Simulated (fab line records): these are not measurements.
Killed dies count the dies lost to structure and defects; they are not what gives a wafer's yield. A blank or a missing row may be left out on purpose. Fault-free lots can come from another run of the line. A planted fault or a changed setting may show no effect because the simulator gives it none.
Struck lot and sound lot, side by side + flow sky130 + 16 steps out of a route of 708
Sound: these wafers, L379.3, L379.4, L379.6. The struck wafers were L387.4, L387.5, L387.6. The cause is given at the end.
At each step with rows: each side's tool, then ch and its chambers, then its first start. Under that, the readings that differ: sound wafers + struck wafers + difference of the means + sigmas: that difference in standard deviations of wafers without a fault.
alike: same words and numbers on both sides, and readings whose means sit less than 2 such deviations apart. not compared: any withheld reading, any reading some wafer has no value for, any bound like >300 that may hide the same value, and any number with overlapping values for which the record gives no deviation.
Wherever a step has rows on one side only, a row that says differs or no value, or a row with sigmas, the two part there. Numbers that have no deviation but don't overlap get no sigmas and don't part them. Lack of a reading on every wafer of one side parts them only where that side has two or more wafers.

first, 4 steps without rows for these wafers: SKY_LDD_N_IMPLANT_12; SKY_LDD_N_IMPLANT_13; SKY_LDD_N_IMPLANT_14; SKY_LDD_N_IMPLANT_15.
SKY_LDD_N_STRIP_16: strips in O2/N2.
  sound on plasma_asher-02 ch 0,1, day 19 19:22; struck on plasma_asher-03 ch 0,1, day 22 19:59
  alike: drypump_motor_current_A, oes_product_au, strip_time_to_endpoint_s
  not compared: rf_hours_counter_h
SKY_LDD_N_TW_MEAS_17:
  sound on film_metro-03, day 19 19:26; struck on film_metro-02, day 22 20:05
  alike: LDD_N_TW
then, 6 steps without rows for these wafers: SKY_LDD_P_DEHYDRATE_00 (time 60 s); SKY_LDD_P_HMDS_01 (prime time 60 s); SKY_LDD_P_COAT_02 (resist thk 1140 nm); SKY_LDD_P_SOFTBAKE_03 (time 60 s); SKY_LDD_P_EXPOSE_04 (exposes mask PSDM, target cd 380 nm); SKY_LDD_P_PEB_05.
SKY_LDD_P_DEVELOP_06: develop time 60 s.
  sound on litho_track-03 ch 0, day 21 01:01; struck on litho_track-03 ch 0, day 24 01:26
SKY_LDD_P_CD_MEAS_07: the cd target is 380 nm.
  sound on cd_sem-02, day 21 01:10; struck on cd_sem-01, day 24 01:52
| reading    | sound             | struck            | difference | sigmas |
|------------|-------------------|-------------------|------------|--------|
| cd_nm (nm) | 381.2 380.2 379.0 | 366.8 368.8 367.9 | -12.3      | -5     |
  not compared: hold
SKY_LDD_P_OVL_MEAS_08:
  sound on overlay-01, day 21 01:15; struck on overlay-01, day 24 05:13
| reading | sound | struck                                                                     | difference                   | sigmas |
|---------|-------|----------------------------------------------------------------------------|------------------------------|--------|
| hold    | - - - | await_dispo/3.3h/release await_dispo/3.3h/release await_dispo/3.3h/release | no value on the sound wafers |        |
  alike: LDD_P_OVL
-- here the record skips 25 days between the struck wafers' starts before and after, leaving off in module LDD_P and picking up in module PAD_OPEN (first step shown: number 708 of the route) --
SKY_PAD_OPEN_PROBE_99:
  sound on prober-01, day 47 03:34; struck on prober-02, day 49 08:16
  alike: killed_at_M0_to_M3, killed_at_M4_up, killed_at_contacts, killed_at_front_end, killed_at_other, killed_dies, killed_open, killed_short

== WHERE THEY PART ==
Earliest at SKY_LDD_P_CD_MEAS_07; latest, in this record, at SKY_LDD_P_OVL_MEAS_08. Later steps at which nothing parts them and some readings are alike: SKY_PAD_OPEN_PROBE_99.

WHY: what had been put in by the simulator
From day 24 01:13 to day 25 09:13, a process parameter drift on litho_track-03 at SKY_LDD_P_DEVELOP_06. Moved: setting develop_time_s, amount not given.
